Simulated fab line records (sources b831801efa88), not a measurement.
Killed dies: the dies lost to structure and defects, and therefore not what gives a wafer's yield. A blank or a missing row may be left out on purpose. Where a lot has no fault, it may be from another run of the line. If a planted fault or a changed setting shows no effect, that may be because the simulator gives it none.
A lot that was struck, set against a sound lot + flow sky130 + 43 out of 708 route steps
Sound: these wafers, L731.2, L731.4, L731.5. Wafers struck: L737.1, L737.4, L737.5. The cause comes at the end.
Order at every step that has rows: each side's tool, ch and its chambers, its first start. Under that, the readings that differ: sound wafers + struck wafers + difference of the means + sigmas: that difference in standard deviations of wafers without a fault.
alike: words and numbers the same on both sides, and readings whose means are apart by under 2 such deviations; not compared: readings that were withheld, readings missing a value for some wafer, numbers with overlapping values and no deviation given by the record, and bounds like >300 which may hide the same value.
A row with sigmas, a row that says differs or no value, or rows on one side alone: a step with any of these is where the two part. When numbers do not overlap yet have no deviation, they are printed without sigmas and do not part them. A reading that every wafer of one side lacks parts them only if that side has two wafers or more.

SKY_FIELD_ISO_ETCH_17: etches Si in HBr/Cl2/O2, target depth 342 nm, time 97.7 s.
  sound on rie si-02 ch 0,1, day 3 19:53; struck on rie si-02 ch 0,2, day 4 23:17
  alike: drypump motor current A, oes product au, rf fwd power W, throttle valve pct
  not compared: rf hours counter h
then, 5 steps without rows for these wafers: SKY_FIELD_ISO_WET_ETCH_18 (etches Si3N4 in H3PO4, target depth 25 nm, time 286 s); SKY_FIELD_ISO_CLEAN_19 (cleans in SC1/SC2, time 150 s); SKY_FIELD_ISO_CLEAN_20 (cleans in dHF, time 20 s); SKY_FIELD_ISO_WET_ETCH_21 (etches SiO2 in dHF, target depth 20 nm, time 400 s); SKY_FIELD_ISO_OXIDATION_22 (stabilise 600 s, purge 300 s, target thk 10 nm).
SKY_FIELD_ISO_THK_MEAS_23:
  sound on film metro-04 at day 3 21:45; struck on film metro-04 at day 5 01:35
| reading                         | sound             | struck         | difference | sigmas |
|---------------------------------|-------------------|----------------|------------|--------|
| FIELD_ISO_OXIDATION_01_THK (nm) | 10.23 10.21 10.28 | 9.61 9.79 9.88 | -0.48      | -3     |
then, 1 step without rows for these wafers: SKY_FIELD_ISO_CVD_24 (deposits SiO2, target thk 595 nm, time 99.2 s).
SKY_FIELD_ISO_THK_MEAS_25:
  sound on film metro-02 at day 3 21:53; struck on film metro-04 at day 5 01:43
  alike: FIELD_ISO_CVD_24_THK
then, 1 step without rows for these wafers: SKY_FIELD_ISO_ANNEAL_26 (time 1800 s).
SKY_FIELD_ISO_CMP_27: polishes, stops on Si3N4, t overpolish 16 s, target thk 457.8 nm.
  sound on cmp-01 ch 0,1,3, day 4 00:19; struck on cmp-01 ch 0,2, day 5 03:20
  alike: motor current A, overpolish run s, retaining ring pressure frac, slurry filter dp kPa, time to endpoint s
then, 1 step without rows for these wafers: SKY_FIELD_ISO_WET_ETCH_28 (etches SiO2 in dHF, target depth 23.7 nm, time 47 s).
SKY_FIELD_ISO_WET_ETCH_29: etches Si3N4 in H3PO4, target depth 160 nm, time 1825 s.
  sound on wet bench-02 ch 3, day 4 00:32; struck on wet bench-01 ch 1, day 5 03:37
then, 3 steps without rows for these wafers: SKY_FIELD_ISO_WET_ETCH_30 (etches SiO2 in dHF, target depth 25 nm, time 50 s); SKY_NWELL_CLEAN_00 (cleans in SC1/SC2, time 150 s); SKY_NWELL_OXIDATION_01 (stabilise 600 s, purge 300 s, target thk 10 nm).
SKY_NWELL_THK_MEAS_02:
  sound on film metro-03 at day 4 03:05; struck on film metro-03 at day 5 06:37
  alike: NWELL_OXIDATION_THK
then, 8 steps without rows for these wafers: SKY_DNWELL_DEHYDRATE_00 (time 60 s); SKY_DNWELL_HMDS_01 (prime time 60 s); SKY_DNWELL_COAT_02 (resist thk 3000 nm); SKY_DNWELL_SOFTBAKE_03; SKY_DNWELL_EXPOSE_04 (exposes mask DNM, target cd 3000 nm); SKY_DNWELL_PEB_05; SKY_DNWELL_DEVELOP_06 (develop time 60 s); SKY_DNWELL_IMPLANT_07.
SKY_DNWELL_STRIP_08: strips in O2/N2.
  sound on plasma asher-01 ch 0,1, day 4 20:10; struck on plasma asher-02 ch 0,1, day 6 00:54
  alike: drypump motor current A, oes product au, strip time to endpoint s
  not compared: rf hours counter h
SKY_DNWELL_TW_MEAS_09:
  sound on film metro-01 at day 4 20:17; struck on film metro-01 at day 6 01:00
  alike: DNWELL_TW
then, 7 steps without rows for these wafers: SKY_PWDE_DEHYDRATE_00 (time 60 s); SKY_PWDE_HMDS_01 (prime time 60 s); SKY_PWDE_COAT_02 (resist thk 3000 nm); SKY_PWDE_SOFTBAKE_03; SKY_PWDE_EXPOSE_04 (exposes mask PWDEM, target cd 840 nm); SKY_PWDE_PEB_05; SKY_PWDE_DEVELOP_06 (develop time 61.84 s).
SKY_PWDE_OVL_MEAS_07:
  sound on overlay-01 at day 5 14:33; struck on overlay-01 at day 6 20:06
  alike: PWDE_OVL
following that, these wafers have no rows for 1 step: SKY_PWDE_IMPLANT_08.
SKY_PWDE_STRIP_09: strips in O2/N2.
  sound on plasma asher-01 ch 0,1, day 5 14:44; struck on plasma asher-01 ch 0, day 6 20:17
| reading               | sound             | struck            | difference | sigmas |
|-----------------------|-------------------|-------------------|------------|--------|
| oes product au (a.u.) | 0.725 0.729 0.734 | 0.716 0.707 0.725 | -0.013     | -3     |
  alike: drypump motor current A, strip time to endpoint s
  not compared: rf hours counter h
SKY_PWDE_TW_MEAS_10:
  sound on film metro-01 at day 5 14:50; struck on film metro-01 at day 6 20:23
  alike: PWDE_TW
then, 4 steps without rows for these wafers: SKY_NWELL_DEHYDRATE_03 (time 60 s); SKY_NWELL_HMDS_04 (prime time 60 s); SKY_NWELL_COAT_05 (resist thk 3000 nm); SKY_NWELL_SOFTBAKE_06.
-- the record jumps here: 42 days lie between the struck wafers' starts before and after (it left off in module NWELL and takes up again in module PAD_OPEN, whose first step shown is number 708 of the route) --
SKY_PAD_OPEN_PROBE_99:
  sound on prober-02 at day 47 14:22; struck on prober-02 at day 48 22:26
| reading             | sound    | struck      | difference | sigmas |
|---------------------|----------|-------------|------------|--------|
| killed at front end | 15 14 15 | 50 59 54    | +40        | +8     |
| killed dies         | 95 78 92 | 110 122 129 | +32        | +4     |
  alike: killed_at_M0_to_M3, killed_at_M4_up, killed at contacts, killed at other, killed open, killed short

## WHERE THEY PART
At SKY_FIELD_ISO_THK_MEAS_23 first; at SKY_PAD_OPEN_PROBE_99 last (within this record only).

WHY: what the simulator had put in
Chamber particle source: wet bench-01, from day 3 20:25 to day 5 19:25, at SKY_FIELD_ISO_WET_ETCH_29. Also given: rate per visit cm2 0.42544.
